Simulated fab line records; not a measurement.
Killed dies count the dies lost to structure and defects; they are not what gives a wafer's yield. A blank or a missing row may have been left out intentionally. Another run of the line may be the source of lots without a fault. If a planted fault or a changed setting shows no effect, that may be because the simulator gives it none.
Comparing a struck lot with a sound one	flow sky130	14 out of 708 route steps
Sound: these wafers, L887.1, L887.3, L887.5. The struck wafers were L878.2, L878.3, L878.5. Last of all comes the cause.
Order at every step that has rows: each side's tool, ch and its chambers, its first start. Under that, the readings that differ: sound wafers	struck wafers	difference of the means	sigmas: that difference in standard deviations of wafers without a fault.
alike: words and numbers the same on both sides, and readings whose means are apart by under 2 such deviations; not compared: readings that were withheld, readings missing a value for some wafer, numbers with overlapping values and no deviation given by the record, and bounds like >300 which may hide the same value.
Wherever a step has rows on one side only, a row that says differs or no value, or a row with sigmas, the two part there. Non-overlapping numbers with no deviation appear without sigmas and do not part them. A reading that every wafer of one side lacks parts them only if that side has two wafers or more.

first, 1 step without rows for these wafers: SKY_CAP2M_DEVELOP_11 (develop time 60 s).
SKY_CAP2M_OVL_MEAS_12:
  sound on overlay-02, day 46 00:27; struck on overlay-02, day 43 17:23
  alike: CAP2M_OVL
SKY_CAP2M_METAL_ETCH_13: etches TiN in Cl2/BCl3, stops on SiO2, target depth 220 nm, time 62.9 s.
  sound on rie metal-01 ch 0,1, day 46 00:29; struck on rie metal-03 ch 0,1, day 43 17:25
  alike: bcl3 flow sccm, drypump motor current A, oes product au, throttle valve pct
  not compared: rf hours counter h
SKY_CAP2M_STRIP_14: strips in O2/N2.
  sound on plasma asher-02 ch 0,1, day 46 00:34; struck on plasma asher-04 ch 0,1, day 43 17:29
  alike: drypump motor current A, oes product au, strip time to endpoint s
  not compared: rf hours counter h
then, 8 steps without rows for these wafers: SKY_CAP2M_STRIP_15 (strips in post etch residue remover, time 1200 s); SKY_CAP2M_CLEAN_16 (cleans in IPA, time 180 s); SKY_CAP2M_CLEAN_17 (cleans in O3/DIW); SKY_METAL4_DEHYDRATE_05 (time 60 s); SKY_METAL4_HMDS_06 (prime time 60 s); SKY_METAL4_COAT_07 (resist thk 60 nm); SKY_METAL4_COAT_08 (resist thk 1140 nm); SKY_METAL4_SOFTBAKE_09 (time 90 s).
SKY_METAL4_EXPOSE_10: exposes mask MM4, target cd 300 nm.
  sound on krf scanner-01 ch 0, day 46 11:57; struck on krf scanner-02, day 44 05:26
  no value came back on the struck wafers for exposure dose mJ cm2, focus offset nm (nm), sigma outer; on the sound wafers exposure dose mJ cm2 reads 27.97 28.00 28.00
  alike: mask
next, for these wafers, 1 step has no rows: SKY_METAL4_PEB_11.

WHERE THEY PART
SKY_METAL4_EXPOSE_10 only, going by this record.

WHY: what had been put in by the simulator
At SKY_METAL4_EXPOSE_10, the step was skipped entirely on krf scanner-02 from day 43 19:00 on. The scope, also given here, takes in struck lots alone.
